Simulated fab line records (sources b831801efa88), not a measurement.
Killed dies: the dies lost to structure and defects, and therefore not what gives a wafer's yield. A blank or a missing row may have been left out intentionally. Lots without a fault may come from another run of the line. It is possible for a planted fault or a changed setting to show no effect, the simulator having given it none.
Which tool did it? | flow gf180mcu | 14 lots, 42 wafers sampled, at 5 steps of a route of 602

## WHAT THE GAUGES READ, wafer by wafer
GF_V3_RS_MEAS_24: uses a four-point probe to measure.
lot  | measured     | on            | V3_W_RS (ohm/sq)
L804 | day 22 04:13 | film_metro-01 | 0.324 0.322 0.325
L805 | day 22 18:54 | film_metro-04 | 0.327 0.326 0.329
L806 | day 23 00:43 | film_metro-02 | 0.327 0.325 0.327
L807 | day 23 09:00 | film_metro-01 | 0.326 0.329 0.328
L808 | day 23 21:49 | film_metro-02 | 0.325 0.328 0.323
L810 | day 24 20:56 | film_metro-04 | 0.327 0.322 0.326
L811 | day 25 02:16 | film_metro-04 | 0.330 0.331 0.331
L812 | day 25 03:22 | film_metro-01 | 0.330 0.327 0.328
L813 | day 25 15:32 | film_metro-04 | 0.329 0.330 0.329
L816 | day 26 12:43 | film_metro-04 | 0.330 0.329 0.331
L821 | day 28 02:20 | film_metro-01 | 0.325 0.323 0.322
L823 | day 28 16:50 | film_metro-04 | 0.324 0.324 0.322
L824 | day 28 18:32 | film_metro-04 | 0.324 0.321 0.324
L827 | day 30 00:31 | film_metro-02 | 0.330 0.329 0.327

## WHICH TOOL RAN EACH LOT (tool, then ch and the chambers of the sampled wafers, then the start)
lot  | GF_V2_ETCH_16                      | GF_M3_SPUTTER_03             | GF_V3_CMP_04                  | GF_V3_ETCH_17
L804 | rie_diel-03 ch 0,2,3, day 20 01:10 | pvd_sputter-03, day 20 02:41 | cmp-01 ch 2,3, day 21 03:26   | rie_diel-02 ch 0,2,3, day 22 04:13 or earlier
L805 | rie_diel-01 ch 0,2,3, day 20 15:42 | pvd_sputter-03, day 20 17:13 | cmp-01 ch 0,1,3, day 21 17:52 | rie_diel-03 ch 0,1,3, day 22 18:54 or earlier
L806 | rie_diel-01 ch 0,1,2, day 20 21:10 | pvd_sputter-04, day 20 22:40 | cmp-01 ch 0,1,3, day 21 23:55 | rie_diel-01 ch 1,2,3, day 23 00:43 or earlier
L807 | rie_diel-04 ch 0,1,2, day 21 06:34 | pvd_sputter-02, day 21 08:25 | cmp-01 ch 0,2,3, day 22 08:53 | rie_diel-01 ch 0,1,3, day 23 09:00 or earlier
L808 | rie_diel-03 ch 0,2,3, day 21 19:42 | pvd_sputter-02, day 21 21:13 | cmp-01 ch 0,1, day 22 21:41   | rie_diel-02 ch 0,1, day 23 21:49 or earlier
L810 | rie_diel-03 ch 1,2,3, day 22 19:52 | pvd_sputter-03, day 22 21:30 | cmp-01 ch 1,2,3, day 23 21:20 | rie_diel-02 ch 1,2,3, day 24 20:56 or earlier
L811 | rie_diel-01 ch 1,3, day 23 02:39   | pvd_sputter-04, day 23 04:10 | cmp-01 ch 1,2, day 24 03:07   | rie_diel-02 ch 1,2,3, day 25 02:16 or earlier
L812 | rie_diel-01 ch 0,2,3, day 23 04:46 | pvd_sputter-02, day 23 06:18 | cmp-01 ch 0,1,2, day 24 04:40 | rie_diel-01 ch 0,2, day 25 03:22 or earlier
L813 | rie_diel-03 ch 1,2,3, day 23 16:24 | pvd_sputter-02, day 23 18:01 | cmp-02 ch 0,2,3, day 24 16:43 | rie_diel-03 ch 2,3, day 25 15:32 or earlier
L816 | rie_diel-03 ch 1,3, day 24 15:13   | pvd_sputter-02, day 24 16:43 | cmp-01 ch 0,2, day 25 14:58   | rie_diel-01 ch 1,2, day 26 12:43 or earlier
L821 | rie_diel-03 ch 0,2,3, day 26 05:57 | pvd_sputter-03, day 26 07:28 | cmp-02 ch 0,3, day 27 04:37   | rie_diel-03 ch 0,1,2, day 28 02:20 or earlier
L823 | rie_diel-04 ch 1,2,3, day 26 19:31 | pvd_sputter-02, day 26 21:55 | cmp-02 ch 0,1, day 27 19:23   | rie_diel-01 ch 1,2, day 28 16:50 or earlier
L824 | rie_diel-03 ch 0,1,2, day 26 23:15 | pvd_sputter-04, day 27 00:46 | cmp-02 ch 1,3, day 27 21:43   | rie_diel-03 ch 0,1,3, day 28 18:32 or earlier
L827 | rie_diel-03 ch 0,3, day 28 06:21   | pvd_sputter-03, day 28 07:52 | cmp-02 ch 0,1, day 29 03:47   | rie_diel-02 ch 0,1,2, day 30 00:31 or earlier
- GF_V2_ETCH_16: etches BARC in N2/H2.
- GF_M3_SPUTTER_03: material Ti, target thk 10 nm, time 6.7 s.
- GF_V3_CMP_04: polishes SiO2.
- GF_V3_ETCH_17: etches SiO2 in C4F8/O2/Ar, stops on TiN, target depth 635 nm.

## WHAT THE TOOLS THEMSELVES READ (means of the sampled wafers that have a number; where no wafer has one, the mark that the record gives instead)
GF_V2_ETCH_16.
lot  | tool        | drypump_motor_current_A (A) | oes_product_au (a.u.) | throttle_valve_pct (%)
L804 | rie_diel-03 | 5.5                         | 0.850                 | 13.216
L805 | rie_diel-01 | 5.5                         | 0.855                 | 13.225
L806 | rie_diel-01 | 5.7                         | 0.858                 | 13.231
L807 | rie_diel-04 | 5.7                         | 0.851                 | 13.219
L808 | rie_diel-03 | 5.5                         | 0.859                 | 13.220
L810 | rie_diel-03 | 5.4                         | 0.849                 | 13.220
L811 | rie_diel-01 | 6.0                         | 0.857                 | 13.223
L812 | rie_diel-01 | 5.4                         | 0.849                 | 13.229
L813 | rie_diel-03 | 5.4                         | 0.858                 | 13.232
L816 | rie_diel-03 | 5.1                         | 0.854                 | 13.223
L821 | rie_diel-03 | 5.5                         | 0.852                 | 13.229
L823 | rie_diel-04 | 6.0                         | 0.857                 | 13.220
L824 | rie_diel-03 | 5.8                         | 0.855                 | 13.234
L827 | rie_diel-03 | 5.1                         | 0.850                 | 13.222

GF_M3_SPUTTER_03.
lot  | tool           | chamber_pressure_pa (Pa) | throttle_valve_pct (%)
L804 | pvd_sputter-03 | 0.3000                   | 30.4
L805 | pvd_sputter-03 | 0.2994                   | 29.9
L806 | pvd_sputter-04 | 0.3004                   | 29.7
L807 | pvd_sputter-02 | 0.2996                   | 31.7
L808 | pvd_sputter-02 | 0.2998                   | 29.2
L810 | pvd_sputter-03 | 0.2999                   | 29.6
L811 | pvd_sputter-04 | 0.2995                   | 29.4
L812 | pvd_sputter-02 | 0.2997                   | 30.2
L813 | pvd_sputter-02 | 0.2995                   | 31.5
L816 | pvd_sputter-02 | 0.2996                   | 30.3
L821 | pvd_sputter-03 | 0.2995                   | 29.4
L823 | pvd_sputter-02 | 0.3002                   | 31.4
L824 | pvd_sputter-04 | 0.2998                   | 29.4
L827 | pvd_sputter-03 | 0.2997                   | 30.3

GF_V3_CMP_04.
lot  | tool   | motor_current_A (A) | time_to_endpoint_s (s)
L804 | cmp-01 | 11.7                | 79
L805 | cmp-01 | 12.0                | 73
L806 | cmp-01 | 11.4                | 75
L807 | cmp-01 | 11.7                | 73
L808 | cmp-01 | 11.4                | 76
L810 | cmp-01 | 11.8                | 84
L811 | cmp-01 | 11.9                | 85
L812 | cmp-01 | 11.9                | 59
L813 | cmp-02 | 12.6                | 72
L816 | cmp-01 | 11.8                | 39
L821 | cmp-02 | 13.0                | 75
L823 | cmp-02 | 13.0                | 87
L824 | cmp-02 | 13.5                | 78
L827 | cmp-02 | 13.1                | 75

GF_V3_ETCH_17.
lot  | tool        | oes_product_au (a.u.)
L804 | rie_diel-02 | 0.857
L805 | rie_diel-03 | 0.853
L806 | rie_diel-01 | 0.858
L807 | rie_diel-01 | 0.855
L808 | rie_diel-02 | 0.854
L810 | rie_diel-02 | 0.861
L811 | rie_diel-02 | 0.855
L812 | rie_diel-01 | 0.902
L813 | rie_diel-03 | 0.856
L816 | rie_diel-01 | 0.931
L821 | rie_diel-03 | 0.856
L823 | rie_diel-01 | 0.855
L824 | rie_diel-03 | 0.857
L827 | rie_diel-02 | 0.856

## THE ANSWER, worked out from the rows above alone
Rule: the lots themselves supply what counts as usual. The widest of any qualifying gaps counts: lots, ordered by their means at a reading, are off when they make up no more than a third of the lots, leave a main group of 4 or more, and stand apart from it by 3 or more times the standard deviation of that group's means. A main group whose means are all the same, to the digits that the tables above print for the reading, isn't used. Also off: a lot with no number at a reading for which 4 or more lots have one. Any other lot the step has rows for is counted as sound. The gauges are gone through in route order, then the tools' own readings, and for those a lot's mean is taken as printed above. The first step at which some lot is off is used, and at that step the reading that is off furthest; a lot without a number counts as furthest.
Off, at GF_V3_ETCH_17 on oes_product_au: L812, L816. For the main group the mean is 0.856 a.u. and the standard deviation 0.002.
If a tool, at that step or one of the process steps before it, ran each lot that is off and ran no sound lot following the first of them, it fits. GF_V3_ETCH_17: start missing for some lots; hours and lot order therefore follow GF_V3_RS_MEAS_24. One fits: GF_V3_CMP_04 on cmp-01. A fault onset in the window from L811 (day 24 03:07, its last sound lot) to L812 (day 24 04:40, its first lot off) fits.
The tool's own readings at GF_V3_CMP_04 bear it out: on the lots that are off they differ by more than 5 times the standard deviation of the sound lots' means. time_to_endpoint_s reads 49 s there against 78 s on the sound lots.

## WHAT HAD BEEN PUT IN BY THE SIMULATOR
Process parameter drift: cmp-01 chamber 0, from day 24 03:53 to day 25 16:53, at GF_V3_CMP_04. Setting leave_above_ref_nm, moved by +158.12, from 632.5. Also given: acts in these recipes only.
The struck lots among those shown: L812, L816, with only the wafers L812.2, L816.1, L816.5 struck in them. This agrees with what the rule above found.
